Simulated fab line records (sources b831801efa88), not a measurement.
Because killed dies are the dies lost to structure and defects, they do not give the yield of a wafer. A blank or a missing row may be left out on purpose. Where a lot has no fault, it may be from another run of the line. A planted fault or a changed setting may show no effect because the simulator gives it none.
Comparing a struck lot with a sound one | flow gf180mcu | 44 steps out of a route of 602
Sound: wafers L267.3, L267.5, L267.6. Wafers L264.2, L264.5, L264.6 were the ones struck. Last of all comes the cause.
At each step with rows: each side's tool, then ch and its chambers, then its first start. Under that, the readings that differ: sound wafers | struck wafers | difference of the means | sigmas: that difference in standard deviations of wafers without a fault.
alike: words and numbers the same on both sides, and readings whose means are apart by under 2 such deviations; not compared: readings that were withheld, readings missing a value for some wafer, numbers with overlapping values and no deviation given by the record, and bounds like >300 which may hide the same value.
A row with sigmas, a row that says differs or no value, or rows on one side alone: a step with any of these is where the two part. Numbers that don't overlap but have no deviation are shown without sigmas and don't part them. Lack of a reading on every wafer of one side parts them only where that side has two or more wafers.

first, 1 step without rows for these wafers: GF_MVSD_IMPLANT_09.
GF_MVSD_STRIP_10: strips in O2/N2.
  sound on plasma_asher-04 ch 0,1, day 7 19:42; struck on plasma_asher-01 ch 0,1, day 7 06:40
  reading                      | sound             | struck            | difference | sigmas
  strip_time_to_endpoint_s (s) | 36.88 36.80 36.75 | 37.08 37.00 37.07 | +0.24      | +2
  alike: drypump_motor_current_A, heater_power_w, oes_product_au
  not compared: rf_hours_counter_h
GF_MVSD_TW_MEAS_11:
  sound on film_metro-02, day 7 19:47; struck on film_metro-01, day 7 06:46
  reading | sound          | struck         | difference | sigmas
  MVSD_TW | 1567 1566 1561 | 1597 1605 1594 | +34        | +2
then, 7 steps without rows for these wafers: GF_MVPSD_DEHYDRATE_00 (time 60 s); GF_MVPSD_HMDS_01 (prime time 60 s); GF_MVPSD_COAT_02 (resist thk 3000 nm); GF_MVPSD_SOFTBAKE_03; GF_MVPSD_EXPOSE_04 (exposes mask MVPSD, target cd 1000 nm); GF_MVPSD_PEB_05; GF_MVPSD_DEVELOP_06 (develop time 60 s).
GF_MVPSD_OVL_MEAS_07:
  sound on overlay-01, day 8 11:50; struck on overlay-02, day 7 22:58
  reading        | sound       | struck        | difference | sigmas
  MVPSD_OVL (nm) | 1.8 2.8 1.4 | -1.1 -3.3 0.5 | -3.3       | -3
following that, these wafers have no rows for 1 step: GF_MVPSD_IMPLANT_08.
GF_MVPSD_IMPLANT_09:
  sound on implanter-04 ch 0, day 8 12:04; struck on implanter-03 ch 0, day 7 23:11
  reading            | sound                        | struck                        | difference | sigmas
  dose_ions_cm2      | 5.01e+12 5.006e+12 5.007e+12 | 4.512e+12 4.516e+12 4.512e+12 | -4.943e+11 | -99
  faraday_current_uA | 29.0 27.8 27.6               | 25.3 25.5 25.4                | -2.7       | -5
GF_MVPSD_STRIP_10: strips in O2/N2.
  sound on plasma_asher-03 ch 0,1, day 8 12:11; struck on plasma_asher-01 ch 0,1, day 7 23:18
  alike: drypump_motor_current_A, heater_power_w, oes_product_au, strip_time_to_endpoint_s
  not compared: rf_hours_counter_h
GF_MVPSD_TW_MEAS_11:
  sound on film_metro-01, day 8 12:17; struck on film_metro-02, day 7 23:25
  reading  | sound       | struck      | difference | sigmas
  MVPSD_TW | 560 560 559 | 547 545 546 | -14        | -3
then, 7 steps without rows for these wafers: GF_VT_IMPLANT_DEHYDRATE_00 (time 60 s); GF_VT_IMPLANT_HMDS_01 (prime time 60 s); GF_VT_IMPLANT_COAT_02 (resist thk 1000 nm); GF_VT_IMPLANT_SOFTBAKE_03 (time 60 s); GF_VT_IMPLANT_EXPOSE_04 (exposes mask LVPWELL LV AREA, target cd 600 nm); GF_VT_IMPLANT_PEB_05; GF_VT_IMPLANT_DEVELOP_06 (develop time 60 s).
GF_VT_IMPLANT_OVL_MEAS_07:
  sound on overlay-01, day 9 05:17; struck on overlay-02, day 8 15:34
  alike: VT_IMPLANT_OVL
following that, these wafers have no rows for 1 step: GF_VT_IMPLANT_IMPLANT_08.
GF_VT_IMPLANT_STRIP_09: strips in O2/N2.
  sound on plasma_asher-04 ch 0,1, day 9 05:29; struck on plasma_asher-04 ch 0,1, day 8 15:44
  alike: drypump_motor_current_A, heater_power_w, oes_product_au, strip_time_to_endpoint_s
  not compared: rf_hours_counter_h
GF_VT_IMPLANT_TW_MEAS_10:
  sound on film_metro-03, day 9 05:34; struck on film_metro-03, day 8 15:51
  alike: VT_IMPLANT_TW
then, 7 steps without rows for these wafers: GF_VT_IMPLANT_DEHYDRATE_11 (time 60 s); GF_VT_IMPLANT_HMDS_12 (prime time 60 s); GF_VT_IMPLANT_COAT_13 (resist thk 1000 nm); GF_VT_IMPLANT_SOFTBAKE_14 (time 60 s); GF_VT_IMPLANT_EXPOSE_15 (exposes mask Nwell LV AREA, target cd 860 nm); GF_VT_IMPLANT_PEB_16; GF_VT_IMPLANT_DEVELOP_17 (develop time 60 s).
GF_VT_IMPLANT_OVL_MEAS_18:
  sound on overlay-01, day 9 22:52; struck on overlay-02, day 9 08:59
  reading                | sound         | struck      | difference | sigmas
  VT_IMPLANT_01_OVL (nm) | -1.5 -1.2 0.9 | 3.6 2.6 3.5 | +3.8       | +3
following that, these wafers have no rows for 1 step: GF_VT_IMPLANT_IMPLANT_19.
GF_VT_IMPLANT_STRIP_20: strips in O2/N2.
  sound on plasma_asher-04 ch 0,1, day 9 23:04; struck on plasma_asher-02 ch 0,1, day 9 09:10
  alike: drypump_motor_current_A, heater_power_w, oes_product_au, strip_time_to_endpoint_s
  not compared: rf_hours_counter_h
GF_VT_IMPLANT_TW_MEAS_21:
  sound on film_metro-04, day 9 23:10; struck on film_metro-04, day 9 09:16
  alike: VT_IMPLANT_2_TW
then, 5 steps without rows for these wafers: GF_VT_IMPLANT_DEHYDRATE_22 (time 60 s); GF_VT_IMPLANT_HMDS_23 (prime time 60 s); GF_VT_IMPLANT_COAT_24 (resist thk 1000 nm); GF_VT_IMPLANT_SOFTBAKE_25 (time 60 s); GF_VT_IMPLANT_EXPOSE_26 (exposes mask LVPWELL HV AREA, target cd 860 nm).
GF_VT_IMPLANT_RS_MEAS_49: the measuring method here is four-point-probe.
  sound on film_metro-02, day 11 12:52; struck on film_metro-01, day 10 22:21
  reading           | sound                | struck               | difference | sigmas
  MVPSD_RS (ohm/sq) | 1165.8 1165.8 1169.4 | 1185.7 1187.7 1186.9 | +19.8      | +7
GF_PASSIVATION_PROBE_99:
  sound wafers here have rows in the record (prober-02, day 32 23:48); struck ones have none

WHERE THEY PART
First at GF_MVSD_STRIP_10; last, within this record, at GF_PASSIVATION_PROBE_99.

WHY: the cause the simulator had injected
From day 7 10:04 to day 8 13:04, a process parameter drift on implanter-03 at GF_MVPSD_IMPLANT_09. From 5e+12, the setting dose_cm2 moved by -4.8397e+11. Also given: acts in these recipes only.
